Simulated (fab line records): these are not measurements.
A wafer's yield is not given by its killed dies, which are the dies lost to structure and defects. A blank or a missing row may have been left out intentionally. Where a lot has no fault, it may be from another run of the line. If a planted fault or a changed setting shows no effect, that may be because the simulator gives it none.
Problem report in the 8D (eight disciplines) form, filled by code || flow gf180mcu || the parts of the form that need people (team, actions taken, sign-off) are left out

1. PROBLEM STATEMENT
Mean of cd-nm at GF_STI_CD_MEAS_12: 238.7 nm across 6 wafers in 2 lots; on wafers with no fault it is 219.9 nm (standard deviation 1.1). That puts it +17 standard deviations away from the usual mean.
The step: target cd 220 nm.
First observed at day 6 09:26: wafer L237.2, on cd-sem-01. The record holds 39 wafers of 13 lots with a number at this step. Rule for "out", or "out of limits": more than 4 standard deviations from the usual mean. The other wafers with a number count as sound.

2. WHAT THIS IS AND IS NOT
{"question": "which readings at this step", "is": "cd-nm", "is not": "-"}
{"question": "which lots", "is": "L237, L238", "is not": "L219, L220, L221, L223, L224, L226, L229, L230, L231, L232, L240"}
{"question": "which wafers of those lots", "is": "all that have a number", "is not": "-"}
{"question": "read on which gauges", "is": "cd-sem-01", "is not": "cd-sem-02"}
{"question": "when", "is": "from day 6 09:26", "is not": "up to then (30 sound wafers); but 3 sound wafers of L240 came after"}

3. WHAT RULES OUT EACH SUSPECT
Counting: a tool at any process step up to the reading remains a suspect when it ran all the lots that are out and ran no sound lot after the first of those.
- the gauge at GF_STI_CD_MEAS_12 is ruled out. All the wafers that are out were read on cd-sem-01, but those of them that GF_STI_EXPOSE_09 has rows for are out there too, on other tools.
- krf-scanner-02 at GF_STI_EXPOSE_09 (exposes mask COMP, target cd 220 nm): kept. All lots that are out passed through it, beginning with L237 at day 6 01:58, and no sound lot followed; its final sound lot before that point was L231 at day 4 18:44. Its own exposure-dose-mJ-cm2 readings are out on those wafers.
The count leaves krf-scanner-02 at GF_STI_EXPOSE_09.

4. THE CAUSE (what the simulator had put in)
Drift in process parameters on krf-scanner-02 at GF_STI_EXPOSE_09, starting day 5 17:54. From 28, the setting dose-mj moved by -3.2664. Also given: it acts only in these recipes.
Counting left only this tool.

5. SEQUENCE OF EFFECTS, ordered by route
Each row: a reading whose mean over the struck wafers that have a number lies more than 3 standard deviations from the usual. Only readings whose record carries a usual standard deviation are examined. hours: median over the lots of the time between each lot's start at the first step of this table that gives one and its start at this step. sigmas: the change, counted in usual standard deviations.
{"hours": 0, "step": "GF_STI_EXPOSE_09", "reading": "exposure-dose-mJ-cm2", "usual": 28.10, "on struck wafers": 24.67, "change": -3.43, "sigmas": -21}
{"hours": 7, "step": "GF_STI_CD_MEAS_12", "reading": "cd-nm", "usual": "219.9 nm", "on struck wafers": 238.7, "change": "+18.8", "sigmas": "+17"}
Process steps it contains:
- GF_STI_EXPOSE_09: exposes mask COMP, target cd 220 nm.
Later steps that measure or inspect, where all struck wafers having a row at the step show a number for every such reading and not one has moved that far: GF_HV_LDD_TW_MEAS_50, GF_NSD_CD_MEAS_07.

6. WHAT WOULD HAVE CAUGHT IT SOONER
The first out-of-limits reading at a measuring or inspecting step in this record came at day 6 09:26, 16 hours after the fault's start at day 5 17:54.
At GF_STI_EXPOSE_09, the tool's own readings (exposure-dose-mJ-cm2) were out on each struck wafer the step has a row for, so an alarm limit on them would have fired on the first such wafer.
The start of GF_STI_EXPOSE_09 on krf-scanner-02 came by day 6 09:26 for every one of the lots that are out (2). None of them would have been spared by holding the tool at that moment.
